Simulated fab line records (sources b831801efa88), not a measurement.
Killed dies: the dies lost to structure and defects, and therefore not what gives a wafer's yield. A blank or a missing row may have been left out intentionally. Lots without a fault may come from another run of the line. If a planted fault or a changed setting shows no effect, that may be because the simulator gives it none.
The tool behind it: which one?	flow gf180mcu	24 lots, 72 wafers sampled, at 6 steps of a route of 602

== WHAT THE GAUGES READ, wafer by wafer ==
GF_V5_THK_MEAS_01.
lot	measured	on	V5_CVD_00_THK (nm)
L074	day 26 21:59	film-metro-04	299 298 298
L075	day 26 23:01	film-metro-01	302 298 301
L076	day 27 04:20	film-metro-04	302 303 302
L077	day 27 08:29	film-metro-03	306 302 301
L078	day 27 15:01	film-metro-03	302 304 301
L079	day 28 09:21	film-metro-03	297 298 303
L080	day 28 18:14	film-metro-03	296 299 296
L081	day 28 19:08	film-metro-03	299 297 295
L082	day 28 20:28	film-metro-04	298 296 300
L083	day 29 07:38	film-metro-03	297 298 290
L084	day 29 22:31	film-metro-01	306 303 301
L085	day 30 06:22	film-metro-04	298 296 303
L086	day 30 07:52	film-metro-03	307 307 307
L087	day 30 11:11	film-metro-01	294 298 299
L088	day 30 14:49	film-metro-03	301 301 297
L090	day 31 12:35	film-metro-01	302 301 300
L089	day 31 12:55	film-metro-01	302 305 305
L091	day 31 20:49	film-metro-04	292 294 297
L092	day 31 22:47	film-metro-04	302 300 310
L093	day 32 02:57	film-metro-03	301 302 300
L094	day 32 09:23	film-metro-03	296 302 300
L095	day 32 12:53	film-metro-01	299 298 297
L096	day 32 17:14	film-metro-04	303 302 302
L097	day 32 22:19	film-metro-01	300 303 301

== EACH LOT AND THE TOOL THAT RAN IT (in order: tool; ch and the chambers of the sampled wafers; start) ==
lot	GF_M3_METAL_ETCH_16	GF_V4_SPUTTER_22	GF_V4_CVD_23	GF_MIM_SPUTTER_03	GF_M5_STRIP_11
L074	rie-metal-01 ch 0,1, day 22 01:07	pvd-sputter-04, day 25 01:52	cvd-w-02 ch 0,1, day 25 01:54	pvd-sputter-03, day 25 02:39	plasma-asher-03 ch 0,1, day 26 21:24
L075	rie-metal-02 ch 0,1, day 22 01:40	pvd-sputter-01, day 25 02:37	cvd-w-01 ch 0,1, day 25 02:39	pvd-sputter-03, day 25 03:25	plasma-asher-03 ch 0,1, day 26 22:25
L076	rie-metal-04 ch 0,1, day 22 06:42	pvd-sputter-01, day 25 07:59	cvd-w-02 ch 0,1, day 25 08:01	pvd-sputter-02, day 25 08:46	plasma-asher-01 ch 0,1, day 27 03:45
L077	rie-metal-04 ch 0, day 22 13:27	pvd-sputter-01, day 25 13:22	cvd-w-01 ch 0,1, day 25 13:25	pvd-sputter-04, day 25 14:10	plasma-asher-03 ch 0,1, day 27 07:54
L078	rie-metal-02 ch 0,1, day 22 18:42	pvd-sputter-04, day 25 18:46	cvd-w-01 ch 0,1, day 25 18:49	pvd-sputter-03, day 25 19:34	plasma-asher-04 ch 0,1, day 27 14:26
L079	rie-metal-01 ch 0, day 23 16:42	pvd-sputter-04, day 26 14:13	cvd-w-01 ch 0,1, day 26 14:17	pvd-sputter-02, day 26 15:00	plasma-asher-03 ch 0,1, day 28 08:47
L080	rie-metal-01 ch 0,1, day 24 03:25	pvd-sputter-04, day 27 00:18	cvd-w-02 ch 0,1, day 27 00:20	pvd-sputter-04, day 27 01:05	plasma-asher-01 ch 0,1, day 28 17:37
L081	rie-metal-02 ch 0,1, day 24 03:46	pvd-sputter-03, day 27 00:52	cvd-w-02 ch 0,1, day 27 00:54	pvd-sputter-03, day 27 01:39	plasma-asher-01 ch 0,1, day 28 18:32
L082	rie-metal-01 ch 0,1, day 24 06:00	pvd-sputter-04, day 27 03:06	cvd-w-01 ch 0,1, day 27 03:08	pvd-sputter-02, day 27 03:53	plasma-asher-03 ch 0,1, day 28 19:52
L083	rie-metal-02 ch 0,1, day 24 17:50	pvd-sputter-01, day 27 14:22	cvd-w-01 ch 0,1, day 27 14:26	pvd-sputter-04, day 27 15:09	plasma-asher-01 ch 0,1, day 29 07:04
L084	rie-metal-02 ch 0,1, day 25 11:36	pvd-sputter-04, day 28 06:25	cvd-w-02 ch 0,1, day 28 06:26	pvd-sputter-04, day 28 07:12	plasma-asher-03 ch 0,1, day 29 21:56
L085	rie-metal-04 ch 0,1, day 25 17:30	pvd-sputter-04, day 28 11:40	cvd-w-01 ch 0,1, day 28 11:41	pvd-sputter-03, day 28 15:23	plasma-asher-03 ch 1, day 30 05:47
L086	rie-metal-02 ch 0,1, day 25 20:45	pvd-sputter-04, day 28 15:01	cvd-w-01 ch 0,1, day 28 15:04	pvd-sputter-03, day 28 15:49	plasma-asher-03 ch 0,1, day 30 07:16
L087	rie-metal-01 ch 0,1, day 26 01:46	pvd-sputter-03, day 28 19:23	cvd-w-01 ch 0,1, day 28 19:26	pvd-sputter-02, day 28 20:11	plasma-asher-01 ch 0,1, day 30 10:36
L088	rie-metal-02 ch 0,1, day 26 06:38	pvd-sputter-01, day 28 23:21	cvd-w-01 ch 0,1, day 28 23:25	pvd-sputter-04, day 29 00:08	plasma-asher-03 ch 0,1, day 30 14:13
L090	rie-metal-04 ch 0,1, day 27 05:28	pvd-sputter-03, day 29 21:34	cvd-w-02 ch 0,1, day 29 21:36	pvd-sputter-04, day 29 22:21	plasma-asher-04 ch 0,1, day 31 11:59
L089	rie-metal-02 ch 0,1, day 27 06:36	pvd-sputter-01, day 29 22:41	cvd-w-02 ch 0, day 29 22:44	pvd-sputter-03, day 29 23:29	plasma-asher-03 ch 1, day 31 12:20
L091	rie-metal-04 ch 0,1, day 27 15:28	pvd-sputter-01, day 30 06:48	cvd-w-01 ch 0,1, day 30 06:50	pvd-sputter-02, day 30 07:35	plasma-asher-01 ch 0,1, day 31 19:53
L092	rie-metal-02 ch 0,1, day 27 18:03	pvd-sputter-03, day 30 08:50	cvd-w-02 ch 0,1, day 30 08:54	pvd-sputter-04, day 30 09:37	plasma-asher-01 ch 0,1, day 31 22:11
L093	rie-metal-04 ch 0,1, day 27 23:26	pvd-sputter-01, day 30 13:58	cvd-w-02 ch 0,1, day 30 14:01	pvd-sputter-03, day 30 14:46	plasma-asher-04 ch 0,1, day 32 02:22
L094	rie-metal-04 ch 0,1, day 28 07:27	pvd-sputter-04, day 30 21:09	cvd-w-01 ch 0,1, day 30 21:11	pvd-sputter-02, day 30 21:56	plasma-asher-04 ch 0,1, day 32 08:48
L095	rie-metal-04 ch 0,1, day 28 12:18	pvd-sputter-03, day 30 23:55	cvd-w-01 ch 0,1, day 30 23:57	pvd-sputter-04, day 31 00:42	plasma-asher-04 ch 0,1, day 32 12:19
L096	rie-metal-01 ch 0,1, day 28 15:30	pvd-sputter-01, day 31 05:11	cvd-w-01 ch 0,1, day 31 05:14	pvd-sputter-02, day 31 05:59	plasma-asher-04 ch 0, day 32 16:40
L097	rie-metal-04 ch 0,1, day 28 21:59	pvd-sputter-03, day 31 10:37	cvd-w-01 ch 0,1, day 31 10:39	pvd-sputter-04, day 31 11:24	plasma-asher-01 ch 0,1, day 32 21:45
- GF_M3_METAL_ETCH_16: etches the open film in Cl2/BCl3, stops on SiO2, target depth 627.5 nm, time 104.6 s.
- GF_V4_SPUTTER_22: material TiN, target thk 10 nm, time 40 s.
- GF_V4_CVD_23: deposits W, target thk 350 nm, time 104.9 s.
- GF_MIM_SPUTTER_03: material Ti, target thk 10 nm, time 6.7 s.
- GF_M5_STRIP_11: strips in O2/N2.

== AS READ BY THE TOOLS THEMSELVES (means over the sampled wafers that have a number; for cases with no such wafer, the mark the record gives instead) ==
GF_M3_METAL_ETCH_16.
lot	tool	bias-w (W)	chamber-pressure-mTorr (mTorr)	drypump-motor-current-A (A)	oes-product-au (a.u.)	rf-fwd-power-W (W)	throttle-valve-pct (%)
L074	rie-metal-01	140.1	8.000	6.0	0.973	795	28.246
L075	rie-metal-02	140.1	7.999	5.8	0.975	792	28.255
L076	rie-metal-04	140.2	8.001	5.6	0.973	795	28.256
L077	rie-metal-04	140.2	7.996	6.0	0.970	795	28.253
L078	rie-metal-02	139.3	7.997	5.7	0.971	796	28.251
L079	rie-metal-01	139.8	8.001	6.0	0.973	794	28.242
L080	rie-metal-01	139.7	8.001	6.0	0.973	795	28.253
L081	rie-metal-02	140.5	7.999	5.8	0.970	792	28.258
L082	rie-metal-01	140.0	8.005	6.0	0.971	795	28.256
L083	rie-metal-02	140.3	7.990	5.8	0.968	793	28.253
L084	rie-metal-02	140.3	7.998	5.7	0.969	794	28.242
L085	rie-metal-04	140.2	8.003	5.6	0.970	795	28.251
L086	rie-metal-02	140.1	8.000	5.7	0.968	797	28.245
L087	rie-metal-01	140.3	7.997	6.0	0.969	796	28.239
L088	rie-metal-02	139.8	7.994	5.7	0.964	795	28.246
L090	rie-metal-04	139.7	7.998	5.2	0.978	797	28.244
L089	rie-metal-02	139.6	7.996	5.8	0.970	794	28.254
L091	rie-metal-04	140.1	7.996	5.2	0.963	798	28.253
L092	rie-metal-02	140.1	8.008	5.7	0.971	797	28.244
L093	rie-metal-04	139.5	7.981	5.6	0.968	795	28.253
L094	rie-metal-04	140.4	7.994	5.2	0.974	795	28.253
L095	rie-metal-04	140.0	8.008	5.6	0.967	797	28.253
L096	rie-metal-01	140.2	8.002	6.0	0.972	795	28.249
L097	rie-metal-04	140.0	7.999	5.6	0.976	796	28.247

GF_V4_SPUTTER_22.
lot	tool	cathode-dc-power-W (W)	throttle-valve-pct (%)
L074	pvd-sputter-04	3999.9	30.0
L075	pvd-sputter-01	3999.1	30.4
L076	pvd-sputter-01	4000.1	30.5
L077	pvd-sputter-01	4000.2	30.8
L078	pvd-sputter-04	4000.3	29.3
L079	pvd-sputter-04	4000.4	30.6
L080	pvd-sputter-04	4000.3	29.5
L081	pvd-sputter-03	4000.5	30.1
L082	pvd-sputter-04	4000.0	30.4
L083	pvd-sputter-01	3999.8	30.7
L084	pvd-sputter-04	4000.3	30.0
L085	pvd-sputter-04	3999.9	29.2
L086	pvd-sputter-04	3999.9	30.2
L087	pvd-sputter-03	4000.0	29.4
L088	pvd-sputter-01	4000.0	30.8
L090	pvd-sputter-03	3999.9	29.5
L089	pvd-sputter-01	4000.2	31.0
L091	pvd-sputter-01	4000.0	31.4
L092	pvd-sputter-03	3999.7	30.0
L093	pvd-sputter-01	3999.9	31.2
L094	pvd-sputter-04	3999.7	30.5
L095	pvd-sputter-03	4000.1	29.6
L096	pvd-sputter-01	3999.9	30.5
L097	pvd-sputter-03	3999.6	29.7

GF_V4_CVD_23.
lot	tool	heater-power-w (W)
L074	cvd-w-02	777
L075	cvd-w-01	797
L076	cvd-w-02	777
L077	cvd-w-01	801
L078	cvd-w-01	804
L079	cvd-w-01	802
L080	cvd-w-02	782
L081	cvd-w-02	762
L082	cvd-w-01	760
L083	cvd-w-01	767
L084	cvd-w-02	789
L085	cvd-w-01	773
L086	cvd-w-01	790
L087	cvd-w-01	763
L088	cvd-w-01	802
L090	cvd-w-02	795
L089	cvd-w-02	798
L091	cvd-w-01	804
L092	cvd-w-02	789
L093	cvd-w-02	794
L094	cvd-w-01	816
L095	cvd-w-01	776
L096	cvd-w-01	769
L097	cvd-w-01	776

GF_MIM_SPUTTER_03.
lot	tool	cathode-dc-power-W (W)	throttle-valve-pct (%)
L074	pvd-sputter-03	2999.7	29.9
L075	pvd-sputter-03	2999.9	30.0
L076	pvd-sputter-02	3000.1	28.9
L077	pvd-sputter-04	3000.6	30.0
L078	pvd-sputter-03	3000.3	29.9
L079	pvd-sputter-02	2999.6	29.3
L080	pvd-sputter-04	3000.1	30.1
L081	pvd-sputter-03	3000.0	30.1
L082	pvd-sputter-02	2999.9	29.6
L083	pvd-sputter-04	3000.2	30.1
L084	pvd-sputter-04	2999.7	30.1
L085	pvd-sputter-03	2999.8	29.9
L086	pvd-sputter-03	3000.3	30.2
L087	pvd-sputter-02	3000.5	29.6
L088	pvd-sputter-04	3000.2	30.5
L090	pvd-sputter-04	3000.2	29.9
L089	pvd-sputter-03	2999.9	29.7
L091	pvd-sputter-02	2999.9	29.0
L092	pvd-sputter-04	2999.7	31.0
L093	pvd-sputter-03	2999.8	30.1
L094	pvd-sputter-02	2999.5	30.2
L095	pvd-sputter-04	3000.3	30.1
L096	pvd-sputter-02	2999.6	29.8
L097	pvd-sputter-04	3000.1	29.7

GF_M5_STRIP_11.
lot	tool	chamber-pressure-mTorr (mTorr)	drypump-motor-current-A (A)	heater-power-w (W)	oes-product-au (a.u.)	strip-time-to-endpoint-s (s)
L074	plasma-asher-03	1501.1	5.7	359	0.542	7.57
L075	plasma-asher-03	1499.9	5.7	362	0.540	7.46
L076	plasma-asher-01	1500.8	5.2	338	0.538	7.44
L077	plasma-asher-03	1499.9	5.6	373	0.541	7.52
L078	plasma-asher-04	1500.3	5.8	335	0.538	7.42
L079	plasma-asher-03	1499.0	5.6	359	0.541	7.52
L080	plasma-asher-01	1500.5	5.2	339	0.545	7.52
L081	plasma-asher-01	1499.4	5.5	340	0.544	7.55
L082	plasma-asher-03	1500.3	5.7	362	0.546	7.54
L083	plasma-asher-01	1500.8	5.2	343	0.544	7.55
L084	plasma-asher-03	1500.4	5.6	361	0.544	7.49
L085	plasma-asher-03	1500.5	5.7	351	0.538	7.48
L086	plasma-asher-03	1498.9	5.7	364	0.541	7.53
L087	plasma-asher-01	1499.0	5.2	336	0.537	7.50
L088	plasma-asher-03	1499.4	5.6	372	0.539	7.51
L090	plasma-asher-04	1500.6	5.8	331	0.546	7.52
L089	plasma-asher-03	1500.7	5.7	348	0.546	7.52
L091	plasma-asher-01	1500.4	5.2	342	0.534	7.41
L092	plasma-asher-01	1500.3	5.5	338	0.546	7.54
L093	plasma-asher-04	1499.8	5.7	316	0.543	7.46
L094	plasma-asher-04	1501.4	5.8	330	0.545	7.48
L095	plasma-asher-04	1500.6	5.8	332	0.540	7.49
L096	plasma-asher-04	1500.1	5.8	343	0.540	7.49
L097	plasma-asher-01	1500.1	5.5	347	0.544	7.48

== THE ANSWER, worked out from the rows above alone ==
Rule: what is usual is taken from the lots themselves. The widest of any qualifying gaps counts: lots, ordered by their means at a reading, are off when they make up no more than a third of the lots, leave a main group of 4 or more, and stand apart from it by 3 or more times the standard deviation of that group's means. The tables above print the reading to a certain number of digits; a main group whose means all agree to those digits is not used. Also off: a lot with no number at a reading for which 4 or more lots have one. Where the step has rows for the other lots, those lots are counted as sound. Order of review: gauges by route order, followed by the tools' own readings, for which a lot's mean as printed above is used. The first step at which some lot is off is used, and at that step the reading that is off furthest; a lot without a number counts as furthest.
Nothing can be told from this: no lot is off at any reading shown.

== WHAT WAS PUT IN BY THE SIMULATOR ==
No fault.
